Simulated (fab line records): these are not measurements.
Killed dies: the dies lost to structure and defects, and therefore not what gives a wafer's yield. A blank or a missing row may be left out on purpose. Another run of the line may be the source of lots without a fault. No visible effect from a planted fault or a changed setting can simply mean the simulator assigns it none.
Which tool is to blame?    flow gf180mcu    11 lots (33 wafers sampled), 1 step of a 602-step route

== WHAT THE GAUGES READ, wafer by wafer ==
GF_V4_THK_MEAS_25: measures by xrf.
lot   measured      on            V4_W_THK (nm)
L205  day 25 05:37  filmMetro-03  355 361 355
L206  day 25 18:03  filmMetro-03  355 350 351
L207  day 26 04:55  filmMetro-04  346 346 349
L209  day 27 01:02  filmMetro-01  351 349 347
L210  day 27 06:59  filmMetro-03  345 343 345
L212  day 27 22:14  filmMetro-03  345 346 347
L214  day 28 13:01  filmMetro-03  352 360 352
L215  day 28 15:39  filmMetro-03  351 357 354
L216  day 29 01:07  filmMetro-03  357 354 355
L223  day 30 19:23  filmMetro-04  350 348 348
L226  day 31 17:21  filmMetro-01  350 352 350

== WHAT TOOL EACH LOT RAN ON (gives the tool, then ch and the chambers of the sampled wafers, and finally the start) ==
Record: no process step prior to these readings.

== THE ANSWER, worked out from the rows above alone ==
Rule: the usual values come from the lots themselves. The widest of any qualifying gaps counts: lots, ordered by their means at a reading, are off when they make up no more than a third of the lots, leave a main group of 4 or more, and stand apart from it by 3 or more times the standard deviation of that group's means. A main group is skipped when, at the precision printed for the reading in the tables above, its means are all equal. A lot without any number at a reading at which 4 lots or more have one is off too. Any other lot the step has rows for is counted as sound.
Nothing can be told from this: no lot is off at any reading shown.

== WHAT HAD BEEN PUT IN BY THE SIMULATOR ==
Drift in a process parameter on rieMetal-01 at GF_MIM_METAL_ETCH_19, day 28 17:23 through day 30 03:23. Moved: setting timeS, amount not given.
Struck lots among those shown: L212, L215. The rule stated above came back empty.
